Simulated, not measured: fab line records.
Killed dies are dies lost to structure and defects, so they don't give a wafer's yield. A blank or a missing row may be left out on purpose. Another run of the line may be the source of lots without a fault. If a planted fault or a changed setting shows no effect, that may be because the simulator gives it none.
Which tool did it? | flow gf180mcu | 18 wafers from 6 lots sampled at 2 of the route's 602 steps

## WHAT THE GAUGES READ, wafer by wafer
GF_M3_CD_MEAS_14 targets a cd of 280 nm.
lot  | measured     | on        | cd nm (nm)
L484 | day 22 03:52 | cd sem-01 | 280.8 280.7 281.1
L487 | day 23 05:34 | cd sem-02 | 277.9 276.8 277.7
L497 | day 27 01:31 | cd sem-01 | 281.2 283.6 281.3
L500 | day 27 18:31 | cd sem-02 | 280.0 280.4 280.4
L501 | day 28 02:31 | cd sem-01 | 280.5 281.2 281.0
L504 | day 28 17:13 | cd sem-02 | 280.8 279.1 279.8

## WHAT TOOL EACH LOT RAN ON (gives the tool, then ch and the chambers of the sampled wafers, and finally the start)
lot  | GF_M3_SPUTTER_02
L484 | pvd sputter-04, day 21 04:02
L487 | pvd sputter-04, day 22 06:31
L497 | pvd sputter-04, day 26 04:44
L500 | pvd sputter-04, day 26 22:25
L501 | pvd sputter-03, day 27 06:10
L504 | pvd sputter-04, day 27 23:07
- GF_M3_SPUTTER_02: material AlCu, target thk 450 nm, time 23.9 s.

## THE ANSWER, worked out from the rows above alone
Rule: what is usual is taken from the lots themselves. Put in order of their means at a reading, lots are off if they are a third of the lots or fewer, leave a main group of 4 or more, and stand apart from it by a gap of 3 or more times the standard deviation of the main group's means; of several such gaps the widest counts. Not used: any main group whose means are identical at the precision the tables above print for the reading. A lot without any number at a reading at which 4 lots or more have one is off too. Where the step has rows for the other lots, those lots are counted as sound.
Off: L487, at GF_M3_CD_MEAS_14 (cd nm). Main group: mean 280.8 nm, sd 0.73.
If a tool, at a process step before that reading, ran all the lots that are off and no sound lot after the first of them, it fits. Gauges at GF_M3_CD_MEAS_14: tried the same way as those tools. None of those tried fits.

## WHAT THE SIMULATOR HAD PUT IN
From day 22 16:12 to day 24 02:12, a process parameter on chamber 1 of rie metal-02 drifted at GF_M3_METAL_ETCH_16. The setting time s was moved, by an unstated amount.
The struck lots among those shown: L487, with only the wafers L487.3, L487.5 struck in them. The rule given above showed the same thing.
